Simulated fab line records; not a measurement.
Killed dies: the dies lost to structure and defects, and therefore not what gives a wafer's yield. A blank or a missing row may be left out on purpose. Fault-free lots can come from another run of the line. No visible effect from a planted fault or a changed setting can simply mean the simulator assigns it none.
2 desks looking at one fault || flow sky130 || every desk sees just its own numbers, and what lay behind them comes last

## AT THE TOOL OWNER'S DESK: implanter-04
SKY_PWDE_IMPLANT_08, tool's own readings: per-lot mean of the sampled wafers with a number, covering each lot this tool ran. Any lot whose mean is over 4 standard deviations away from the usual mean is out of limits and marked OUT; that distance is given in the brackets.
Columns: A = beamEnergyKeV at SKY_PWDE_IMPLANT_08, usual 150.00; B = doseIonsCm2 at SKY_PWDE_IMPLANT_08, usual 3.601e+12; C = faradayCurrentUA at SKY_PWDE_IMPLANT_08, usual 20.2
{"lot": "L737", "first seen here": "day 4 13:42", "A": 149.99, "B": 3.597e+12, "C": 20.7}
{"lot": "L746", "first seen here": "day 6 16:42", "A": 150.01, "B": 3.604e+12, "C": 20.2}
{"lot": "L747", "first seen here": "day 6 19:57", "A": 149.98, "B": 3.596e+12, "C": 20.1}
{"lot": "L748", "first seen here": "day 7 00:49", "A": "147.33 (-65) OUT", "B": 3.597e+12, "C": 20.5}
{"lot": "L749", "first seen here": "day 7 12:41", "A": "147.33 (-65) OUT", "B": 3.599e+12, "C": 20.2}
This desk's finding: out of limits on L748, L749; first on L748, day 7 00:49 (beamEnergyKeV at SKY_PWDE_IMPLANT_08). Within limits: L737, L746, L747.

## FROM THE METROLOGY DESK
Means of the sampled wafers that have a number, per lot and without regard to the tool the lot ran on: this is what the gauges read. Any lot whose mean is over 4 standard deviations away from the usual mean is out of limits and marked OUT; that distance is given in the brackets.
Columns: A = LDD_HVN_OVL at SKY_LDD_HVN_OVL_MEAS_07, usual -0.1 nm
{"lot": "L735", "first seen here": "day 20 08:42", "A": -0.0}
{"lot": "L736", "first seen here": "day 21 03:18", "A": -1.1}
{"lot": "L737", "first seen here": "day 21 12:36", "A": -0.2}
{"lot": "L738", "first seen here": "day 22 08:04", "A": 1.1}
{"lot": "L740", "first seen here": "day 22 08:26", "A": 0.7}
{"lot": "L742", "first seen here": "day 23 23:48", "A": 0.3}
{"lot": "L746", "first seen here": "day 24 21:55", "A": 2.0}
{"lot": "L747", "first seen here": "day 25 05:21", "A": -1.8}
{"lot": "L748", "first seen here": "day 25 14:31", "A": 0.8}
{"lot": "L749", "first seen here": "day 26 06:52", "A": -1.4}
{"lot": "L750", "first seen here": "day 27 01:52", "A": -0.7}
{"lot": "L755", "first seen here": "day 28 03:38", "A": 0.6}
Finding of this desk: none of the 12 lots has anything out of limits.

## ALL TOGETHER
The tool owner's desk could have raised an alarm at day 7 00:49, on L748, L749.
Nothing out of limits was seen by the metrology desk.
The metrology desk has L748, L749 on record, within its limits.
On implanter-04, each named lot ran SKY_PWDE_IMPLANT_08.

## WHAT THE SIMULATOR HAD PUT IN
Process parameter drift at SKY_PWDE_IMPLANT_08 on implanter-04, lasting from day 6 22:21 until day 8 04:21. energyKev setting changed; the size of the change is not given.
Lots struck among those shown: L748, L749.
Each desk's first reading out of limits, in hours after the fault started: the tool owner's desk, 2.
